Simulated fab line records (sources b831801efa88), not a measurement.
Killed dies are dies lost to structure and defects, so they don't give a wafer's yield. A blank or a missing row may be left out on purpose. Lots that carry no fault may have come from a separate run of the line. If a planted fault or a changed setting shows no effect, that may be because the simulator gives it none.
fab line records	flow gf180mcu
record lots=7	wafers=20	last_day=34
route steps=602 shown V5@540
lots untouched by any fault: they come from a run of this same line in which no faults occurred
start_h: start of the lot's first displayed wafer, in hours after the record's first day	wait_h: hours from the lot's prior step to this one	" identical to the entry in the row above	L1.1+2: one row covering several wafers at once	- no value present, or no start provided	* or withheld: withheld	< > ~ a bound
route shown NAME@n: names a module that has steps shown in the file, with the first one's number in the route	usual: mean and standard deviation over wafers with no fault	same: alike in all rows	chamber/n: place in a boat	sites: readings site by site	_std_site: the values' standard deviation	_edge_site: mean of outer sites minus mean of inner sites	radius_mm: for every site, how far away it sits from the centre of the wafer	mask NAME#n: copy n	behind: the tool/chamber that last shaped the wafer	hold: why the lot went on hold/how many hours it stayed there/how the hold came to an end	device: names the non-switching transistor (n, p or np)	end of line: tests of these same wafers at the route's end	a step without rows: its recipe alone	killed: count of dies lost to structure and defects at first sort (not the wafer's yield)	map: the dies of a wafer, with x for killed, . for not killed, _ for no die there
set.NAME: setting as actually run; set.NAME@STEP: the setting as run at that earlier step	model.NAME: the simulator's own value behind a step, which no gauge read
lots at some steps of the route; a table a step, a row a wafer
services: the hour from which a tool's chamber was out of use, counted from the record's first day as start_h (under 0 if before that day), plus the number of hours and why
## steps
# step GF_V5_CVD_00
# recipe material=SiO2	target_thk_nm=300	sigma_open_frac=0.3	temp_c=400	time_s=50	sih4_flow_sccm=60	pressure_mtorr=6
# step GF_V5_THK_MEAS_01
# recipe reads=SiO2_of_V5_CVD_00
# usual V5_CVD_00_THK=299.0/3
lot.wafer	tool	chamber	start_h	wait_h	V5_CVD_00_THK[nm]
L649.2	film_metro-02	-	610.31	0.0	298.0
L649.3	"	-	"	"	303.8
L649.4	"	-	"	"	297.0
L652.1	film_metro-02	-	636.35	0.0	301.5
L652.4	"	-	"	"	295.7
L652.5	"	-	"	"	299.1
L663.1	film_metro-01	-	718.14	0.0	296.0
L663.4	"	-	"	"	297.9
L667.3	film_metro-02	-	747.06	0.0	301.2
L667.4	"	-	"	"	300.4
L667.5	"	-	"	"	298.3
L668.1	film_metro-01	-	747.67	0.0	297.1
L668.3	"	-	"	"	297.0
L668.4	"	-	"	"	303.3
L671.2	film_metro-04	-	761.93	0.0	300.2
L671.3	"	-	"	"	298.0
L671.6	"	-	"	"	296.5
L672.2	film_metro-04	-	769.55	0.1	296.8
L672.3	"	-	"	"	294.8
L672.5	"	-	"	"	296.9
# step GF_V5_CVD_02
# recipe material=SiO2	target_thk_nm=1450	precursor=TEOS	temp_c=400	time_s=163.28	rf_w=600
# usual heater_power_w=653/85
lot.wafer	tool	chamber	start_h	wait_h	heater_power_w
L649.2	pecvd-03	1	610.36	0.0	570
L649.3	"	0	"	"	606
L649.4	"	2	"	"	827
L652.1	pecvd-04	0	636.41	0.1	647
L652.4	"	0	"	"	708
L652.5	"	1	"	"	597
L663.1	pecvd-03	1	718.20	0.1	581
L663.4	"	1	"	"	620
L667.3	pecvd-03	1	747.10	0.0	629
L667.4	"	0	"	"	561
L667.5	"	1	"	"	527
L668.1	pecvd-02	1	747.73	0.1	738
L668.3	"	0	"	"	653
L668.4	"	0	"	"	722
L671.2	pecvd-02	1	761.98	0.0	798
L671.3	"	0	"	"	661
L671.6	"	2	"	"	609
L672.2	pecvd-02	1	769.60	0.0	831
L672.3	"	2	"	"	622
L672.5	"	1	"	"	650
# step GF_V5_THK_MEAS_03
# recipe reads=SiO2_of_V5_CVD_02
# usual V5_CVD_02_THK=1447/19
lot.wafer	tool	chamber	start_h	wait_h	V5_CVD_02_THK[nm]
L649.2	film_metro-02	-	610.47	0.1	1431
L649.3	"	-	"	"	1453
L649.4	"	-	"	"	1496
L652.1	film_metro-04	-	636.51	0.1	1451
L652.4	"	-	"	"	1472
L652.5	"	-	"	"	1453
L663.1	film_metro-02	-	718.31	0.1	1434
L663.4	"	-	"	"	1461
L667.3	film_metro-02	-	747.22	0.1	1420
L667.4	"	-	"	"	1468
L667.5	"	-	"	"	1446
L668.1	film_metro-04	-	747.84	0.1	1417
L668.3	"	-	"	"	1429
L668.4	"	-	"	"	1470
L671.2	film_metro-04	-	762.10	0.1	1426
L671.3	"	-	"	"	1435
L671.6	"	-	"	"	1471
L672.2	film_metro-04	-	769.72	0.1	1434
L672.3	"	-	"	"	1452
L672.5	"	-	"	"	1443
# step GF_V5_CMP_04
# recipe material=SiO2	down_force_psi=4	platen_rpm=60	pad_velocity_m_s=0.94248
# usual motor_current_A=11.8/0.81
lot.wafer	tool	chamber	start_h	wait_h	motor_current_A
L649.4	cmp-01	2	610.83	0.3	11.2
L649.2	"	3	"	"	11.8
L649.3	"	0	"	"	11.3
L652.4	cmp-01	3	636.69	0.1	11.6
L652.1	"	1	"	"	13.0
L652.5	"	3	"	"	11.6
L663.1	cmp-01	3	718.37	0.1	11.7
L663.4	"	1	"	"	12.2
L667.4	cmp-01	2	747.26	0.0	10.9
L667.3	"	0	"	"	12.0
L667.5	"	3	"	"	12.4
L668.1	cmp-01	0	747.95	0.1	11.6
L668.4	"	1	"	"	12.0
L668.3	"	2	"	"	12.2
L671.3	cmp-02	0	762.15	0.0	11.9
L671.2	"	2	"	"	10.6
L671.6	"	1	"	"	10.3
L672.3	cmp-01	2	769.77	0.0	12.1
L672.2	"	3	"	"	11.6
L672.5	"	2	"	"	11.6
# step GF_V5_BOW_MEAS_05
# recipe mode=bow
# usual V5_BOW=132/8.4
lot.wafer	tool	chamber	start_h	wait_h	V5_BOW[um]
L649.2	film_metro-04	-	611.10	0.2	128
L649.3	"	-	"	"	144
L649.4	"	-	"	"	124
L652.1	film_metro-02	-	636.94	0.1	120
L652.4	"	-	"	"	130
L652.5	"	-	"	"	126
L663.1	film_metro-01	-	718.67	0.2	130
L663.4	"	-	"	"	136
L667.3	film_metro-02	-	747.60	0.2	139
L667.4	"	-	"	"	140
L667.5	"	-	"	"	141
L668.1	film_metro-02	-	748.20	0.2	124
L668.3	"	-	"	"	123
L668.4	"	-	"	"	122
L671.2	film_metro-02	-	762.47	0.2	135
L671.3	"	-	"	"	119
L671.6	"	-	"	"	129
L672.2	film_metro-02	-	770.09	0.2	136
L672.3	"	-	"	"	126
L672.5	"	-	"	"	135
# step GF_V5_DEHYDRATE_06
# recipe temp_c=200	time_s=60
# step GF_V5_HMDS_07
# recipe prime_time_s=60	prime_temp_c=120
# step GF_V5_COAT_08
# recipe resist=BARC	temp_c=withheld	time_s=withheld	spin_rpm=withheld	resist_thk_nm=withheld
# step GF_V5_COAT_09
# recipe resist=KrF	spin_rpm=withheld	resist_thk_nm=1000
# step GF_V5_SOFTBAKE_10
# recipe temp_c=130	time_s=60	resist=KrF
# step GF_V5_EXPOSE_11
# recipe mask_id=Via5	target_cd_nm=260	na=0.68	source_shape=conventional	sigma_outer=0.6	dose_mj=38
# step GF_V5_PEB_12
# recipe peb_temp_c=135	peb_time_s=90	resist=KrF
# usual heater_power_total_W=85.69/0.077
lot.wafer	tool	chamber	start_h	wait_h	heater_power_total_W
L649.2	litho_track-04	0	631.52	-	85.65
L649.3	"	0	"	"	85.68
L649.4	"	0	"	"	85.80
L652.1	litho_track-03	0	656.90	-	85.65
L652.4	"	0	"	"	85.67
L652.5	"	0	"	"	85.56
L663.1	litho_track-03	0	736.15	-	85.65
L663.4	"	0	"	"	89.13
L667.3	litho_track-03	0	763.37	-	85.69
L667.4	"	0	"	"	89.17
L667.5	"	0	"	"	85.61
L668.1	litho_track-03	0	764.30	-	85.75
L668.3	"	0	"	"	85.68
L668.4	"	0	"	"	89.00
L671.2	litho_track-01	0	778.96	-	85.64
L671.3	"	0	"	"	85.71
L671.6	"	0	"	"	85.61
L672.2	litho_track-01	0	785.61	-	85.76
L672.3	"	0	"	"	85.66
L672.5	"	0	"	"	85.75
# step GF_V5_DEVELOP_13
# recipe develop_time_s=60	resist=KrF	dev_temp_c=21
# step GF_V5_CD_MEAS_14
# recipe target_cd_nm=260
# usual cd_nm=259.8/1
lot.wafer	tool	chamber	start_h	wait_h	cd_nm
L649.2	cd_sem-02	-	631.85	0.1	259.3
L649.3	"	-	"	"	259.6
L649.4	"	-	"	"	258.3
L652.1	cd_sem-01	-	657.25	0.1	260.0
L652.4	"	-	"	"	258.8
L652.5	"	-	"	"	259.3
L663.1	cd_sem-02	-	736.50	0.1	260.0
L663.4	"	-	"	"	256.6
L667.3	cd_sem-01	-	763.69	0.1	260.1
L667.4	"	-	"	"	258.0
L667.5	"	-	"	"	259.8
L668.1	cd_sem-01	-	764.65	0.1	261.5
L668.3	"	-	"	"	261.8
L668.4	"	-	"	"	258.9
L671.2	cd_sem-02	-	779.30	0.1	261.7
L671.3	"	-	"	"	261.3
L671.6	"	-	"	"	260.5
L672.2	cd_sem-02	-	785.95	0.1	257.9
L672.3	"	-	"	"	259.4
L672.5	"	-	"	"	257.9
# step GF_V5_OVL_MEAS_15
# usual V5_OVL=2/6.3
lot.wafer	tool	chamber	start_h	wait_h	V5_OVL[nm]
L649.2	overlay-02	-	631.96	0.1	0
L649.3	"	-	"	"	8
L649.4	"	-	"	"	3
L652.1	overlay-01	-	657.37	0.1	8
L652.4	"	-	"	"	-3
L652.5	"	-	"	"	8
L663.1	overlay-01	-	736.62	0.1	6
L663.4	"	-	"	"	5
L667.3	overlay-01	-	763.78	0.1	-5
L667.4	"	-	"	"	-4
L667.5	"	-	"	"	-5
L668.1	overlay-01	-	764.77	0.1	12
L668.3	"	-	"	"	8
L668.4	"	-	"	"	13
L671.2	overlay-01	-	779.40	0.1	-1
L671.3	"	-	"	"	0
L671.6	"	-	"	"	-6
L672.2	overlay-01	-	786.05	0.1	9
L672.3	"	-	"	"	2
L672.5	"	-	"	"	8
# step GF_V5_ETCH_16
# recipe chemistry=N2/H2	target_depth_a=withheld	overetch_a=withheld	time_s=withheld	target=BARC	ion_energy_ev=200	source_w=500	bias_w=100	pressure_mtorr=30	n2_flow_sccm=100	h2_flow_sccm=200
# usual bias_w=100.0/0.3	drypump_motor_current_A=5.9/0.31	oes_product_au=0.856/0.0045	throttle_valve_pct=13.225/0.0089
lot.wafer	tool	chamber	start_h	wait_h	bias_w	drypump_motor_current_A	oes_product_au	throttle_valve_pct	model.V5.cd_nm
L649.2	rie_diel-02	2	631.99	0.0	99.2	6.3	0.852	13.222	259.6
L649.3	"	0	"	"	99.6	6.4	0.849	13.216	259.2
L649.4	"	3	"	"	100.2	5.7	0.859	13.222	257.6
L652.1	rie_diel-04	2	657.41	0.0	100.4	6.0	0.860	13.218	259.1
L652.4	"	0	"	"	99.9	5.9	0.851	13.226	258.9
L652.5	"	3	"	"	100.1	6.2	0.859	13.219	260.4
L663.1	rie_diel-04	1	736.66	0.0	99.6	6.3	0.854	13.233	260.1
L663.4	"	1	"	"	99.9	6.2	0.851	13.221	256.8
L667.3	rie_diel-02	3	763.81	0.0	99.8	5.7	0.854	13.234	259.2
L667.4	"	0	"	"	99.9	6.3	0.858	13.219	256.8
L667.5	"	3	"	"	100.5	5.7	0.859	13.225	258.5
L668.1	rie_diel-04	2	764.81	0.0	99.8	6.0	0.853	13.234	261.9
L668.3	"	3	"	"	100.0	6.2	0.859	13.218	262.8
L668.4	"	1	"	"	100.2	6.3	0.858	13.220	260.1
L671.2	rie_diel-03	2	779.43	0.0	99.6	5.6	0.851	13.228	261.5
L671.3	"	0	"	"	100.5	5.6	0.851	13.215	260
L671.6	"	3	"	"	99.9	5.5	0.862	13.217	261.1
L672.2	rie_diel-02	0	786.08	0.0	100.1	6.3	0.855	13.213	256.5
L672.3	"	1	"	"	100.2	5.7	0.852	13.227	258.3
L672.5	"	0	"	"	100.2	6.3	0.854	13.232	257.3
# step GF_V5_ETCH_17
# recipe chemistry=C4F8/O2/Ar	mask_material=KrF	target=SiO2	stop_on=TiN	source_w=1500	bias_w=1200	pressure_mtorr=40	c4f8_flow_sccm=withheld	O2_flow_sccm=6	Ar_flow_sccm=300	time_s=withheld	target_depth_a=8550
# usual bias_w=1201/3.8	oes_product_au=0.859/0.0048
lot.wafer	tool	chamber	start_h	wait_h	bias_w	oes_product_au	model.V5.cd_nm
L649.2	rie_diel-02	2	-	-	1200	0.860	259.5
L649.3	"	0	"	"	1202	0.867	259.2
L649.4	"	3	"	"	1195	0.853	257.5
L652.1	rie_diel-04	2	-	-	1199	0.865	257.7
L652.4	"	0	"	"	1203	0.853	259.7
L652.5	"	3	"	"	1208	0.858	259.2
L663.1	rie_diel-04	1	-	-	1198	0.852	259.9
L663.4	"	1	"	"	1196	0.862	256.6
L667.3	rie_diel-02	3	-	-	1200	0.858	258.6
L667.4	"	0	"	"	1201	0.853	257.7
L667.5	"	3	"	"	1201	0.861	257.2
L668.1	rie_diel-04	2	-	-	1207	0.860	261.4
L668.3	"	3	"	"	1200	0.855	262.4
L668.4	"	1	"	"	1202	0.865	259.6
L671.2	rie_diel-03	2	-	-	1197	0.852	260.3
L671.3	"	0	"	"	1199	0.860	260.1
L671.6	"	3	"	"	1201	0.853	260.1
L672.2	rie_diel-02	0	-	-	1195	0.857	257.8
L672.3	"	1	"	"	1199	0.862	257.7
L672.5	"	0	"	"	1190	0.855	258.7
# step GF_V5_STRIP_18
# recipe chemistry=O2/N2	power_w=1400	pressure_mtorr=1500	platen_temp_c=250	o2_flow_sccm=3000	n2_flow_sccm=300	overash_fraction=0.5
# usual drypump_motor_current_A=5.84/0.2	heater_power_w=340/14	o2_flow_sccm=3000/8.4	oes_product_au=0.569/0.0054
lot.wafer	tool	chamber	start_h	wait_h	drypump_motor_current_A	heater_power_w	o2_flow_sccm	oes_product_au	rf_hours_counter_h
L649.2	plasma_asher-02	0	632.14	-	5.80	322	3003	0.579	48
L649.3	"	1	"	"	6.16	360	2988	0.578	-
L649.4	"	0	"	"	5.80	330	3002	0.574	-
L652.1	plasma_asher-01	0	657.56	-	6.00	333	3004	0.570	101
L652.4	"	0	"	"	6.02	333	3011	0.568	-
L652.5	"	0	"	"	6.04	336	3000	0.564	-
L663.1	plasma_asher-03	0	736.81	-	5.86	344	3001	0.569	33
L663.4	"	1	"	"	5.58	327	3015	0.574	-
L667.3	plasma_asher-02	1	763.99	-	6.11	366	3010	0.567	-
L667.4	"	0	"	"	5.79	338	2993	0.565	-
L667.5	"	1	"	"	6.12	361	2995	0.564	-
L668.1	plasma_asher-02	0	764.96	-	5.79	335	3001	0.569	63
L668.3	"	1	"	"	6.12	357	2984	0.575	-
L668.4	"	0	"	"	5.79	330	2996	0.567	-
L671.2	plasma_asher-01	1	779.58	-	5.59	334	3002	0.575	4
L671.3	"	0	"	"	5.97	324	2999	0.567	-
L671.6	"	1	"	"	5.60	331	2992	0.566	-
L672.2	plasma_asher-03	1	786.23	-	5.61	319	3005	0.570	39
L672.3	"	0	"	"	5.86	349	2983	0.570	-
L672.5	"	1	"	"	5.60	333	2998	0.563	-
## services
tool	chamber	start_h	hours	kind
rie_diel-04	1	630.89	9.5	repair
rie_diel-02	3	634.70	43.5	repair
cmp-02	-	637.04	2.2	repair
rie_diel-03	-	641.57	2.8	pm
cmp-01	-	653.46	1.0	repair
plasma_asher-02	-	674.67	1.7	repair
rie_diel-04	-	680.13	2.3	repair
rie_diel-02	0	690.50	1.7	repair
rie_diel-02	0	692.24	-	clean
rie_diel-02	0	692.24	13.3	scheduled_down
rie_diel-02	0	692.24	13.3	vent_cycle
rie_diel-02	3	700.15	6.5	repair
cmp-01	-	704.04	0.3	repair
rie_diel-04	2	715.60	-	clean
pecvd-02	-	718.82	6.0	pm
cmp-01	-	725.34	5.4	repair
rie_diel-03	3	728.10	1.2	repair
pecvd-03	-	728.73	6.0	pm
pecvd-04	-	730.35	1.4	repair
plasma_asher-01	-	733.75	9.0	pm
cmp-02	-	744.05	4.0	pm
rie_diel-02	1	758.33	8.4	repair
cmp-01	-	780.81	4.1	pm
plasma_asher-01	-	782.89	2.8	pm
## key
first_sign step=GF_V5_PEB_12	reading=heater_power_total_W	direction=up	sigmas=44	usual=85.69	struck=89.10
effect none on later readings
model_effect step=GF_V5_ETCH_16	value=V5.cd_nm	without=260.7	struck=257.9
model_effect step=GF_V5_ETCH_17	value=V5.cd_nm	without=260.7	struck=257.9
met_at GF_V5_PEB_12
struck_wafers L663.4,L667.4,L668.4
onset_between 656.90 736.15
fault kind=process_parameter_drift	tool=litho_track-03	chamber=-	onset_h=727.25	steps=GF_V5_PEB_12	channel=peb_time_s	offset=*	shape=step	end_h=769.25	scope=struck_wafers_only	acts_in=*	stated=*
